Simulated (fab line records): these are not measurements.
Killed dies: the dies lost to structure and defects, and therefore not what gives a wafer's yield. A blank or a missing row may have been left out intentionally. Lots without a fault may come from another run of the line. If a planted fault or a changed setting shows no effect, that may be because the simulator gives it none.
Chamber matching || flow sky130 || 4 sister chambers for SKY_PAD_OPEN_ETCH_07 on rie diel-03
The step etches the open film in CF4/O2, stops on AlCu, target depth 725 nm, time 161.1 s. 8 wafers are shown with their chamber, then 8 later ones without.

## WAFERS PAIRED WITH THEIR CHAMBERS
{"wafer": "L080.5", "chamber": 0, "drypump motor current A (A)": 6.2, "oes product au (a.u.)": 0.980}
{"wafer": "L080.6", "chamber": 3, "drypump motor current A (A)": 6.4, "oes product au (a.u.)": 0.990}
{"wafer": "L079.4", "chamber": 0, "drypump motor current A (A)": 6.2, "oes product au (a.u.)": 0.987}
{"wafer": "L079.5", "chamber": 2, "drypump motor current A (A)": 6.4, "oes product au (a.u.)": 0.977}
{"wafer": "L079.6", "chamber": 3, "drypump motor current A (A)": 6.3, "oes product au (a.u.)": 0.985}
{"wafer": "L083.5", "chamber": 2, "drypump motor current A (A)": 6.5, "oes product au (a.u.)": 0.986}
{"wafer": "L083.6", "chamber": 1, "drypump motor current A (A)": 5.9, "oes product au (a.u.)": 0.975}
{"wafer": "L093.1", "chamber": 1, "drypump motor current A (A)": 5.9, "oes product au (a.u.)": 0.976}

## WAFERS WHOSE CHAMBER IS MISSING
{"wafer": "L093.2", "drypump motor current A (A)": 6.1, "oes product au (a.u.)": 0.981}
{"wafer": "L093.4", "drypump motor current A (A)": 6.3, "oes product au (a.u.)": 0.989}
{"wafer": "L094.2", "drypump motor current A (A)": 6.3, "oes product au (a.u.)": 0.982}
{"wafer": "L094.3", "drypump motor current A (A)": 6.1, "oes product au (a.u.)": 0.977}
{"wafer": "L094.4", "drypump motor current A (A)": 5.9, "oes product au (a.u.)": 0.981}
{"wafer": "L095.4", "drypump motor current A (A)": 6.5, "oes product au (a.u.)": 0.979}
{"wafer": "L095.5", "drypump motor current A (A)": 6.2, "oes product au (a.u.)": 0.985}
{"wafer": "L095.6", "drypump motor current A (A)": 6.4, "oes product au (a.u.)": 0.985}

## CHAMBER TAKEN BY EACH
{"wafer": "L093.2", "from the rows above": 0, "in truth": 0}
{"wafer": "L093.4", "from the rows above": "can't be placed: 3 or 0", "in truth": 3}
{"wafer": "L094.2", "from the rows above": "can't be placed: 3 or 0 or 2", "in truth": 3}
{"wafer": "L094.3", "from the rows above": "can't be placed: 0 or 1", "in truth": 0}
{"wafer": "L094.4", "from the rows above": 1, "in truth": 1}
{"wafer": "L095.4", "from the rows above": 2, "in truth": 2}
{"wafer": "L095.5", "from the rows above": 0, "in truth": 0}
{"wafer": "L095.6", "from the rows above": "can't be placed: 3 or 2", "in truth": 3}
4 of 8 placed correctly. Not placeable from these rows: 4 (in 4, the candidates include the true chamber). Wrongly placed: 0.
How it was worked out, from the rows above alone: a wafer's distance from a chamber is the root of the sum, over the readings, of the square of ((its reading less the chamber's mean) divided by the reading's scatter). The wafer belongs to the nearest chamber; if the next one is less than 2 further off, it can't be placed. The mean given for a chamber averages the wafers shown for that chamber. The scatter: take each reading less its chamber's mean, square it, sum over the shown wafers, divide by the number of wafers less the number of chambers, and take the root.
